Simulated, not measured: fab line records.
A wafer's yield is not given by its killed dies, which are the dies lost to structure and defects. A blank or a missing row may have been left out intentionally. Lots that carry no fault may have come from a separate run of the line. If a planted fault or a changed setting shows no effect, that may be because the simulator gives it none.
Chamber matching :: flow sky130 :: SKY_CONTACT_HDPCVD_02 on hdpcvd-02 has 3 sister chambers
The step deposits SiO2, target thk 565 nm, time 94.2 s. 3 wafers are shown with their chamber, then 8 later ones without.

EACH WAFER AND ITS CHAMBER
wafer: L768.4
chamber: 0
runLengthS (s): 122.2

wafer: L768.6
chamber: 1
runLengthS (s): 123.6

wafer: L770.3
chamber: 2
runLengthS (s): 121.9

WAFERS WHOSE CHAMBER IS MISSING
wafer: L770.4
runLengthS (s): 122.2

wafer: L770.5
runLengthS (s): 122.6

wafer: L769.3
runLengthS (s): 122.8

wafer: L769.5
runLengthS (s): 121.8

wafer: L769.6
runLengthS (s): 121.7

wafer: L772.1
runLengthS (s): 122.1

wafer: L772.3
runLengthS (s): 122.1

wafer: L772.6
runLengthS (s): 122.6

THE CHAMBER EACH PASSED THROUGH
wafer: L770.4
from the rows above: can't be placed: 0 or 2
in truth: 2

wafer: L770.5
from the rows above: can't be placed: 0 or 2 or 1
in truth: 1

wafer: L769.3
from the rows above: can't be placed: 0 or 1 or 2
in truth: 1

wafer: L769.5
from the rows above: can't be placed: 2 or 0
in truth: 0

wafer: L769.6
from the rows above: can't be placed: 2 or 0
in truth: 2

wafer: L772.1
from the rows above: can't be placed: 0 or 2
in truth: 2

wafer: L772.3
from the rows above: can't be placed: 0 or 2
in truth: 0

wafer: L772.6
from the rows above: can't be placed: 0 or 2 or 1
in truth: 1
0 of 8 placed correctly. Can't be placed from these rows: 8 (the true chamber is among the candidates in 8). Placed wrongly: 0.
How it was worked out, from the rows above alone: a wafer's distance from a chamber is the root of the sum, over the readings, of the square of ((its reading less the chamber's mean) divided by the reading's scatter). If the next closest chamber is less than 2 further off than the closest, the wafer can't be placed; otherwise it belongs to the closest. For every chamber, the mean is computed from those of its wafers that are shown. The scatter (one wafer shown for each chamber): square how far every hidden wafer sits from the nearest shown wafer, average those squares and take the square root.
